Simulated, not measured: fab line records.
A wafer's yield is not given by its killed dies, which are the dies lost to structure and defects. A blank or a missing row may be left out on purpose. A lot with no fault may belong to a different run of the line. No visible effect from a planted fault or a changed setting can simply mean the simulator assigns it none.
Which tool did it? | flow gf180mcu | 18 wafers from 6 lots sampled at 3 of the route's 602 steps

== WHAT THE GAUGES READ, wafer by wafer ==
GF_M3_THK_MEAS_06: measures by xrf.
lot  | measured     | on            | M3_ALCU_THK (nm)
L983 | day 20 22:52 | film-metro-02 | 436 440 436
L987 | day 22 14:54 | film-metro-04 | 436 439 441
L989 | day 23 05:15 | film-metro-04 | 449 446 444
L992 | day 24 08:23 | film-metro-02 | 453 455 455
L996 | day 25 14:58 | film-metro-01 | 457 448 450
L104 | day 28 00:49 | film-metro-02 | 451 448 452

== WHICH TOOL RAN EACH LOT (tool, then ch and the chambers of the sampled wafers, then the start) ==
lot  | GF_V2_ETCH_17                                 | GF_M3_SPUTTER_02
L983 | rie-diel-02 ch 1,2,3, day 20 22:38 or earlier | pvd-sputter-03, day 20 22:38
L987 | rie-diel-01 ch 0,3, day 22 14:41 or earlier   | pvd-sputter-02, day 22 14:41
L989 | rie-diel-02 ch 1,2,3, day 23 05:02 or earlier | pvd-sputter-02, day 23 05:02
L992 | rie-diel-02 ch 0,1,3, day 24 08:11 or earlier | pvd-sputter-01, day 24 08:11
L996 | rie-diel-04 ch 0,1,3, day 25 14:46 or earlier | pvd-sputter-03, day 25 14:46
L104 | rie-diel-02 ch 0,2, day 28 00:36 or earlier   | pvd-sputter-01, day 28 00:36
- GF_V2_ETCH_17: etches SiO2 in C4F8/O2/Ar, stops on TiN, target depth 630 nm.
- GF_M3_SPUTTER_02: material AlCu, target thk 450 nm, time 23.9 s.

== THE ANSWER, worked out from the rows above alone ==
Rule: the usual values come from the lots themselves. The widest of any qualifying gaps counts: lots, ordered by their means at a reading, are off when they make up no more than a third of the lots, leave a main group of 4 or more, and stand apart from it by 3 or more times the standard deviation of that group's means. A main group whose means are all the same, to the digits that the tables above print for the reading, isn't used. Also off: a lot with no number at a reading for which 4 or more lots have one. Where the step has rows for the other lots, those lots are counted as sound.
Across all readings shown, no lot is off: no conclusion can be drawn from this.

== WHAT HAD BEEN PUT IN BY THE SIMULATOR ==
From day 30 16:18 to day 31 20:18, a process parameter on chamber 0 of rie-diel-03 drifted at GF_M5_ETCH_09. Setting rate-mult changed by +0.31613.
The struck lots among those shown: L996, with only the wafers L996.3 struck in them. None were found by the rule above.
